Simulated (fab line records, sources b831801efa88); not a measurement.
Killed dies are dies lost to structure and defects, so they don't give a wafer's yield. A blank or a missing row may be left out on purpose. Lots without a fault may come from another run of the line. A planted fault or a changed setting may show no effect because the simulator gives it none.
Which tool did it? | flow sky130 | 14 lots, 42 wafers sampled, at 4 steps of a route of 708

WHAT THE GAUGES READ, wafer by wafer
SKY_VT_ADJUST_NCORE_TW_MEAS_11. Usual: VT_ADJUST_NCORE_TW 217, standard deviation 3.9.
lot  | measured     | on            | VT_ADJUST_NCORE_TW | flag
L875 | day 8 17:38  | film_metro-01 | 217 215 217        |
L876 | day 8 23:57  | film_metro-02 | 214 213 214        |
L878 | day 9 17:36  | film_metro-03 | 225 223 224        |
L880 | day 10 01:12 | film_metro-01 | 219 218 216        |
L879 | day 10 01:12 | film_metro-03 | 222 221 221        |
L882 | day 10 15:38 | film_metro-02 | 214 215 216        |
L890 | day 13 03:12 | film_metro-02 | 216 214 215        |
L891 | day 13 09:45 | film_metro-01 | 216 215 215        |
L892 | day 13 13:28 | film_metro-03 | 223 224 224        |
L894 | day 14 12:27 | film_metro-03 | 222 222 223        |
L895 | day 14 13:55 | film_metro-02 | 214 214 214        |
L896 | day 14 23:18 | film_metro-02 | 215 214 213        |
L897 | day 15 01:29 | film_metro-01 | 215 214 214        |
L898 | day 15 07:37 | film_metro-02 | 216 215 216        |

SKY_VT_ADJUST_PCH_OVL_MEAS_07. Usual: VT_ADJUST_PCH_OVL 0.6 nm, standard deviation 1.3.
lot  | measured     | on         | VT_ADJUST_PCH_OVL (nm) | flag
L875 | day 10 11:36 | overlay-02 | -1.6 -0.8 -1.9         |
L876 | day 10 18:32 | overlay-02 | 0.3 2.1 1.5            |
L878 | day 11 15:24 | overlay-02 | -1.0 -0.7 -1.5         |
L880 | day 11 23:18 | overlay-01 | 0.7 1.8 0.9            |
L879 | day 11 23:49 | overlay-01 | 0.2 -0.1 0.3           |
L882 | day 12 15:41 | overlay-01 | 0.1 1.2 -0.2           |
L890 | day 15 07:10 | overlay-02 | - - -                  | OFF
L891 | day 15 14:56 | overlay-01 | - - -                  | OFF
L892 | day 15 18:46 | overlay-01 | 1.0 1.1 1.1            |
L894 | day 16 18:38 | overlay-02 | -0.4 0.2 0.0           |
L895 | day 16 20:12 | overlay-01 | -0.8 0.7 -0.1          |
L896 | day 17 06:23 | overlay-01 | 1.3 1.4 2.2            |
L897 | day 17 09:00 | overlay-01 | -1.1 0.4 2.0           |
L898 | day 17 14:46 | overlay-02 | -0.5 0.1 0.3           |

SKY_SONOS_TUNNEL_TW_MEAS_12. Usual: SONOS_TUNNEL_TW 198, standard deviation 3.2.
lot  | measured     | on            | SONOS_TUNNEL_TW | flag
L875 | day 11 10:19 | film_metro-02 | 193 194 193     |
L876 | day 11 18:55 | film_metro-04 | 201 201 203     |
L878 | day 12 16:13 | film_metro-04 | 201 201 202     |
L880 | day 13 01:10 | film_metro-04 | 201 201 201     |
L879 | day 13 02:07 | film_metro-04 | 200 200 201     |
L882 | day 13 16:38 | film_metro-04 | 200 199 200     |
L890 | day 16 10:20 | film_metro-04 | 216 216 216     | OFF
L891 | day 16 19:31 | film_metro-02 | 208 208 208     | OFF
L892 | day 16 22:23 | film_metro-04 | 201 201 200     |
L894 | day 18 01:01 | film_metro-04 | 201 201 201     |
L895 | day 18 02:06 | film_metro-04 | 202 201 200     |
L896 | day 18 12:40 | film_metro-04 | 202 201 201     |
L897 | day 18 16:01 | film_metro-04 | 200 201 201     |
L898 | day 18 21:02 | film_metro-03 | 200 199 200     |

WHICH TOOL RAN EACH LOT (tool, then ch and the chambers of the sampled wafers, then the start)
lot  | SKY_VT_ADJUST_PCH_COAT_02
L875 | litho_track-02 ch 0, day 9 23:50
L876 | litho_track-03 ch 0, day 10 07:26
L878 | litho_track-01 ch 0, day 11 03:13
L880 | litho_track-02 ch 0, day 11 11:19
L879 | litho_track-03 ch 0, day 11 11:20
L882 | litho_track-03 ch 0, day 12 02:51
L890 | litho_track-03, day 14 17:29
L891 | litho_track-03, day 15 01:33
L892 | litho_track-01 ch 0, day 15 04:46
L894 | litho_track-03 ch 0, day 16 04:30
L895 | litho_track-02 ch 0, day 16 06:04
L896 | litho_track-01 ch 0, day 16 15:54
L897 | litho_track-02 ch 0, day 16 18:08
L898 | litho_track-01 ch 0, day 17 00:22
- SKY_VT_ADJUST_PCH_COAT_02: resist thk 3000 nm.

WHAT THE TOOLS THEMSELVES READ (means of the sampled wafers that have a number; where no wafer has one, the mark that the record gives instead)
SKY_VT_ADJUST_PCH_COAT_02. Usual: chill_plate_temp_C 22.98 C, standard deviation 0.1; dispense_pressure_kPa 49.3 kPa, standard deviation 1.8.
lot  | tool           | chill_plate_temp_C (C) | dispense_pressure_kPa (kPa) | flag
L875 | litho_track-02 | 23.02                  | 51.3                        |
L876 | litho_track-03 | 23.05                  | 49.9                        |
L878 | litho_track-01 | 23.04                  | 47.3                        |
L880 | litho_track-02 | 22.84                  | 51.4                        |
L879 | litho_track-03 | 23.05                  | 49.9                        |
L882 | litho_track-03 | 22.86                  | 50.0                        |
L890 | litho_track-03 | -                      | -                           | OFF
L891 | litho_track-03 | -                      | -                           | OFF
L892 | litho_track-01 | 22.97                  | 47.4                        |
L894 | litho_track-03 | 22.98                  | 49.9                        |
L895 | litho_track-02 | 23.05                  | 51.3                        |
L896 | litho_track-01 | 22.80                  | 47.4                        |
L897 | litho_track-02 | 22.93                  | 51.3                        |
L898 | litho_track-01 | 23.06                  | 47.4                        |

THE ANSWER, worked out from the rows above alone
Rule: a lot is off if the mean of its wafers that have a number lies more than 3 standard deviations from the usual mean. A lot without any number at a reading at which 4 lots or more have one is off too. The other lots that the step has rows for count as sound. The gauges are gone through in route order, then the tools' own readings, and for those a lot's mean is taken as printed above. The first step at which some lot is off is used, and at that step the reading that is off furthest; a lot without a number counts as furthest.
Off: L890, L891, at SKY_VT_ADJUST_PCH_OVL_MEAS_07 (VT_ADJUST_PCH_OVL). Without a number there: L890, L891.
A tool fits if, at a process step before that reading, it ran every lot that is off, and no sound lot after the first of them. The gauges at SKY_VT_ADJUST_PCH_OVL_MEAS_07 aren't tried: what is off there is off at SKY_SONOS_TUNNEL_TW_MEAS_12 too, on other tools, and a gauge's error can't cause that. None of those tried fits.

WHAT THE SIMULATOR HAD PUT IN
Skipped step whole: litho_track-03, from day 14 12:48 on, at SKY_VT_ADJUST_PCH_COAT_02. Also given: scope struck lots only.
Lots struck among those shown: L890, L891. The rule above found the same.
